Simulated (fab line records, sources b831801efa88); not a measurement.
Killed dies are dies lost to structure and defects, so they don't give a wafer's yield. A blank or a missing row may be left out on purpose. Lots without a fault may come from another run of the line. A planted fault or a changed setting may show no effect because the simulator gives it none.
fab line records | flow sky130
record lots=12 wafers=36 last_day=50
route steps=708 shown NWELL@60 LI_CONTACT@375 VIA1@461 PAD_OPEN@708
lots that met no fault: from a run of the same line without faults
start_h: hours from the record's first day to the start of the lot's first wafer shown | wait_h: hours since the lot's step before | " the same as in the row above | L1.1+2: a row that stands for several wafers | - no value, or no start given | * or withheld: withheld | < > ~ a bound
route shown NAME@n: a module of which the file shows steps, and the number in the route of the first | usual: mean/standard deviation of fault-free wafers | same: alike in all rows | chamber/n: place in a boat | sites: the reading at each site | _std_site: their standard deviation | _edge_site: outer sites' mean less inner sites' | radius_mm: how far each site lies from the wafer's centre | mask NAME#n: copy n | behind: the tool/chamber that last shaped the wafer | hold: why the lot was held/for how many hours/how that ended | device: the transistor (n, p or np) that didn't switch | end of line: the same wafers' tests at the end of the route | a step without rows: its recipe alone | killed: dies lost to structure and defects at the first sort, not the wafer's yield | map: a wafer's dies, x killed, . not, _ none there
set.NAME: the setting as run; set.NAME@STEP: as run at that earlier step | model.NAME: the simulator's own value behind a step, which no gauge read
steps of the route over a sample of lots; a table a step, a row a wafer
services: from which hour (start_h, from the record's first day; less than 0 if before it) a tool's chamber was out of use, for how many hours, and why
## steps
# step SKY_NWELL_EXPOSE_07
# recipe mask_id=NWM na=0.6 source_shape=conventional sigma_outer=0.6 polarization=unpolarized target_cd_nm=840 dose_mj=255
# columns lot.wafer tool chamber start_h wait_h mask
L447.1+5+6 iline_stepper-02 0 78.43 - NWM#0
L449.1+5+6 iline_stepper-02 0 87.14 - NWM#0
L450.1+2+5 iline_stepper-01 0 92.37 - NWM#0
L451.1+5+6 iline_stepper-01 0 98.64 - NWM#0
L453.1+5+6 iline_stepper-01 0 108.23 - NWM#0
L454.2+3+6 iline_stepper-02 0 117.66 - NWM#0
L457.4+5+6 iline_stepper-01 0 131.92 - NWM#0
L459.1+2+6 iline_stepper-01 0 154.07 - HVTPM#0
L460.3+5+6 iline_stepper-01 0 168.94 - NWM#0
L467.4+5+6 iline_stepper-01 0 192.10 - NWM#0
L468.2+4+6 iline_stepper-02 0 196.81 - NWM#0
L470.3+5+6 iline_stepper-01 0 210.95 - NWM#0
# step SKY_NWELL_OVL_MEAS_10
# usual NWELL_00_OVL=-0.7/1.7
# columns lot.wafer tool chamber start_h wait_h NWELL_00_OVL[nm]
L447.1 overlay-01 - 87.04 - -0.1
L447.5 " - " " -0.1
L447.6 " - " " -0.4
L449.1 overlay-02 - 95.44 - 0.1
L449.5 " - " " 0.2
L449.6 " - " " 0.3
L450.1 overlay-01 - 100.69 - -4.2
L450.2 " - " " -5.4
L450.5 " - " " -4.1
L451.1 overlay-01 - 107.28 - -0.7
L451.5 " - " " -0.1
L451.6 " - " " -1.0
L453.1 overlay-02 - 116.33 - -1.4
L453.5 " - " " 0.1
L453.6 " - " " -1.2
L454.2 overlay-02 - 126.30 - 0.4
L454.3 " - " " 0.6
L454.6 " - " " -0.5
L457.4 overlay-01 - 141.51 - -4.9
L457.5 " - " " -2.2
L457.6 " - " " -4.1
L459.1 overlay-02 - 163.33 - -
L459.2 " - " " -
L459.6 " - " " -
L460.3 overlay-02 - 178.95 - 0.1
L460.5 " - " " -0.9
L460.6 " - " " -1.2
L467.4 overlay-02 - 202.66 - 0.2
L467.5 " - " " 0.8
L467.6 " - " " 0.9
L468.2 overlay-01 - 207.00 - -0.9
L468.4 " - " " -1.4
L468.6 " - " " 1.5
L470.3 overlay-01 - 222.50 - -2.7
L470.5 " - " " -1.6
L470.6 " - " " -3.0
# step SKY_NWELL_TW_MEAS_15
# usual NWELL_TW=1816/22
# columns lot.wafer tool chamber start_h wait_h hold NWELL_TW
L447.1 film_metro-04 - 87.63 0.1 - 1835
L447.5 " - " " - 1834
L447.6 " - " " - 1839
L449.1 film_metro-01 - 96.03 0.1 - 1802
L449.5 " - " " - 1804
L449.6 " - " " - 1806
L450.1 film_metro-01 - 101.28 0.1 - 1787
L450.2 " - " " - 1793
L450.5 " - " " - 1793
L451.1 film_metro-04 - 107.86 0.1 - 1818
L451.5 " - " " - 1822
L451.6 " - " " - 1827
L453.1 film_metro-04 - 116.91 0.1 - 1824
L453.5 " - " " - 1832
L453.6 " - " " - 1824
L454.2 film_metro-01 - 126.89 0.1 - 1794
L454.3 " - " " - 1786
L454.6 " - " " - 1801
L457.4 film_metro-01 - 142.11 0.1 - 1789
L457.5 " - " " - 1795
L457.6 " - " " - 1798
L459.1 film_metro-04 - 163.91 0.1 await_dispo/0.2h/release 31
L459.2 " - " " await_dispo/0.2h/release 30
L459.6 " - " " await_dispo/0.2h/release 30
L459.1 film_metro-04 - 164.14 0.2 - 30
L459.2 " - " " - 30
L459.6 " - " " - 30
L460.3 film_metro-03 - 179.55 0.1 - 1816
L460.5 " - " " - 1808
L460.6 " - " " - 1814
L467.4 film_metro-04 - 203.26 0.1 - 1843
L467.5 " - " " - 1851
L467.6 " - " " - 1855
L468.2 film_metro-04 - 207.59 0.1 - 1852
L468.4 " - " " - 1848
L468.6 " - " " - 1834
L470.3 film_metro-03 - 223.10 0.1 - 1816
L470.5 " - " " - 1819
L470.6 " - " " - 1807
# step SKY_NWELL_RTA_28
# recipe temp_c=1050 time_s=30 idle_temp_c=650 ramp_up_c_per_s=150 ramp_down_c_per_s=90 ambient=N2
# usual anneal_temp_c_max=1053.6/0.83 lamp_power_pct=25.31/0.059 wafer_temp_C_max=1054.8/1
# columns lot.wafer tool chamber start_h wait_h anneal_temp_c_max lamp_power_pct wafer_temp_C_max
L447.1 rtp_anneal-02 0 104.94 0.0 1054.5 25.29 1054.6
L447.5 " 0 " " 1053.5 25.29 1054.6
L447.6 " 0 " " 1054.3 25.35 1055.3
L449.1 rtp_anneal-02 0 113.06 0.0 1053.5 25.23 1056.3
L449.5 " 0 " " 1053.3 25.36 1053.9
L449.6 " 0 " " 1053.1 25.31 1053.7
L450.1 rtp_anneal-02 0 118.50 0.0 1053.3 25.42 1054.2
L450.2 " 0 " " 1054.4 25.41 1053.9
L450.5 " 0 " " 1054.7 25.39 1055.5
L451.1 rtp_anneal-01 0 125.12 0.0 1052.6 25.25 1053.7
L451.5 " 0 " " 1052.7 25.35 1056.1
L451.6 " 0 " " 1052.3 25.29 1053.9
L453.1 rtp_anneal-01 0 134.99 0.0 1053.6 25.34 1054.1
L453.5 " 0 " " 1055.2 25.28 1055.4
L453.6 " 0 " " 1053.1 25.25 1055.5
L454.2 rtp_anneal-02 0 145.94 0.0 1053.3 25.39 1054.0
L454.3 " 0 " " 1052.8 25.21 1053.0
L454.6 " 0 " " 1052.9 25.28 1053.8
L457.4 rtp_anneal-02 0 162.14 0.1 1055.9 25.24 1054.4
L457.5 " 0 " " 1053.6 25.36 1055.6
L457.6 " 0 " " 1055.7 25.27 1054.9
L460.3 rtp_anneal-01 0 201.81 0.0 1053.1 25.28 1054.1
L460.5 " 0 " " 1054.1 25.31 1054.5
L460.6 " 0 " " 1052.9 25.31 1054.5
L467.4 rtp_anneal-02 0 225.82 0.1 1053.8 25.23 1054.6
L467.5 " 0 " " 1053.9 25.39 1055.0
L467.6 " 0 " " 1052.8 25.39 1053.0
L468.2 rtp_anneal-01 0 230.76 0.0 1054.1 25.27 1055.5
L468.4 " 0 " " 1052.6 25.27 1054.4
L468.6 " 0 " " 1053.1 25.27 1054.2
L470.3 rtp_anneal-02 0 245.91 0.0 1053.6 25.30 1053.3
L470.5 " 0 " " 1054.1 25.38 1055.6
L470.6 " 0 " " 1054.2 25.42 1054.1
# step SKY_LI_CONTACT_OVL_MEAS_13
# usual LI_CONTACT_OVL=-5/6.2
# columns lot.wafer tool chamber start_h wait_h LI_CONTACT_OVL[nm]
L447.1 overlay-01 - 679.40 0.1 -9
L447.5 " - " " -8
L447.6 " - " " -15
L449.1 overlay-02 - 689.86 0.1 -9
L449.5 " - " " -3
L449.6 " - " " -1
L450.1 overlay-02 - 694.71 0.1 -3
L450.2 " - " " -4
L450.5 " - " " -7
L451.1 overlay-01 - 704.80 0.1 -12
L451.5 " - " " -10
L451.6 " - " " -4
L453.1 overlay-02 - 720.71 0.1 -21
L453.5 " - " " -16
L453.6 " - " " -10
L454.2 overlay-02 - 737.21 0.1 -9
L454.3 " - " " -4
L454.6 " - " " 4
L457.4 overlay-02 - 758.43 0.1 -15
L457.5 " - " " -8
L457.6 " - " " -2
L460.3 overlay-01 - 808.67 0.1 -2
L460.5 " - " " 5
L460.6 " - " " 4
L467.4 overlay-01 - 833.73 0.1 -8
L467.5 " - " " -8
L467.6 " - " " -11
L468.2 overlay-01 - 837.82 0.1 -1
L468.4 " - " " 3
L468.6 " - " " -3
L470.3 overlay-01 - 855.17 0.1 -7
L470.5 " - " " -10
L470.6 " - " " -10
# step SKY_VIA1_BOW_MEAS_03
# recipe mode=bow
# usual VIA1_BOW=80/7.8
# columns lot.wafer tool chamber start_h wait_h VIA1_BOW[um]
L447.1 film_metro-04 - 769.29 0.2 79
L447.5 " - " " 62
L447.6 " - " " 67
L449.1 film_metro-04 - 777.71 0.1 87
L449.5 " - " " 80
L449.6 " - " " 81
L450.1 film_metro-02 - 783.76 0.1 79
L450.2 " - " " 82
L450.5 " - " " 93
L451.1 film_metro-04 - 792.31 0.2 90
L451.5 " - " " 86
L451.6 " - " " 86
L453.1 film_metro-01 - 806.82 0.1 77
L453.5 " - " " 79
L453.6 " - " " 75
L454.2 film_metro-01 - 823.82 0.2 74
L454.3 " - " " 86
L454.6 " - " " 78
L457.4 film_metro-04 - 845.19 0.2 85
L457.5 " - " " 74
L457.6 " - " " 86
L460.3 film_metro-04 - 892.37 0.2 88
L460.5 " - " " 73
L460.6 " - " " 75
L467.4 film_metro-04 - 916.55 0.2 86
L467.5 " - " " 90
L467.6 " - " " 62
L468.2 film_metro-01 - 920.32 0.1 83
L468.4 " - " " 84
L468.6 " - " " 75
L470.3 film_metro-01 - 938.31 0.2 87
L470.5 " - " " 84
L470.6 " - " " 86
# step SKY_PAD_OPEN_PROBE_99
# usual defect_limited_yield=82.9/1.7 killed_at_M0_to_M3=42/6.7 killed_at_M4_up=3.4/2 killed_at_contacts=24/5.1 killed_at_front_end=14/4.2 killed_at_other=0.2/0.49 killed_dies=84/8.4 killed_open=46/7 killed_short=39/5.8 sort_bin_3_pad_short=0.8/0.42 sort_bin_5_function=10.2/1.3 sort_bin_6_memory=6.1/1 sort_n_pass=408/8.4 sort_yield_pct=82.9/1.7
# same gross_dies=492 killed_at_back_side=0 sort_bin_4_leakage[%]=0 sort_bin_8_speed[%]=0
# columns lot.wafer tool chamber start_h wait_h defect_limited_yield[%] killed_at_M0_to_M3 killed_at_M4_up killed_at_contacts killed_at_front_end killed_at_other killed_dies killed_open killed_short sort_bin_3_pad_short[%] sort_bin_5_function[%] sort_bin_6_memory[%] sort_n_pass sort_yield_pct[%]
L460.3 prober-01 - 1172.97 0.2 84.1 33 0 22 23 0 78 41 37 0.6 9.6 5.7 414 84.1
L460.5 prober-01 - 1173.07 0.2 82.9 46 1 23 14 0 84 51 33 1.0 9.1 6.9 408 82.9
L460.6 prober-01 - 1173.12 0.2 82.1 48 4 18 18 0 88 46 42 0.8 10.6 6.5 404 82.1
# killed by level:class
L460.3 POLY_GATE:geometric_particle:short=7 CONTACT:geometric_particle:open=7 VIA1:geometric_particle:open=7 METAL2:geometric_particle:short=6 POLY_GATE:geometric_particle:open=5 VIA2:geometric_particle:open=5 LI_CONTACT:geometric_particle:open=5 LOCAL_INTERCONNECT:geometric_particle:short=5
L460.5 VIA1:geometric_particle:open=13 CONTACT:geometric_particle:open=9 VIA3:geometric_particle:open=8 VIA2:geometric_particle:open=7 LI_CONTACT:geometric_particle:open=6 CONTACT:geometric_particle:short=6 VIA2:geometric_particle:short=5 POLY_GATE:geometric_particle:open=4
L460.6 VIA1:geometric_particle:open=14 FIELD_ISO:geometric_particle:short=6 CONTACT:geometric_particle:short=6 VIA1:geometric_particle:short=6 VIA2:geometric_particle:open=6 VIA3:geometric_particle:open=6 METAL3:geometric_particle:short=5 FIELD_ISO:geometric_particle:open=4
## services
# columns tool chamber start_h hours kind
iline_stepper-02 - 55.21 4.3 pm
iline_stepper-01 - 80.86 1.7 pm
iline_stepper-02 - 140.16 1.2 repair
iline_stepper-02 - 186.65 2.8 repair
iline_stepper-02 - 230.48 1.7 pm
## key
first_sign step=SKY_NWELL_EXPOSE_07 reading=mask direction=changed
effect step=SKY_NWELL_OVL_MEAS_10 reading=NWELL_00_OVL direction=missing
effect step=SKY_NWELL_TW_MEAS_15 reading=visit direction=added
effect step=SKY_NWELL_TW_MEAS_15 reading=NWELL_TW direction=down sigmas=79 usual=1816 struck=30
met_at SKY_NWELL_EXPOSE_07
struck_lots L459
scrapped_behind SKY_NWELL_TW_MEAS_15 L459.1,L459.2,L459.6
not_acting_at SKY_NWELL_RTA_28,SKY_LI_CONTACT_OVL_MEAS_13,SKY_VIA1_BOW_MEAS_03
onset_between 131.92 154.07
fault kind=wrong_mask tool=any chamber=- onset_h=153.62 steps=SKY_NWELL_EXPOSE_07 aux_copy=HVTPM#0 scope=struck_lots_only
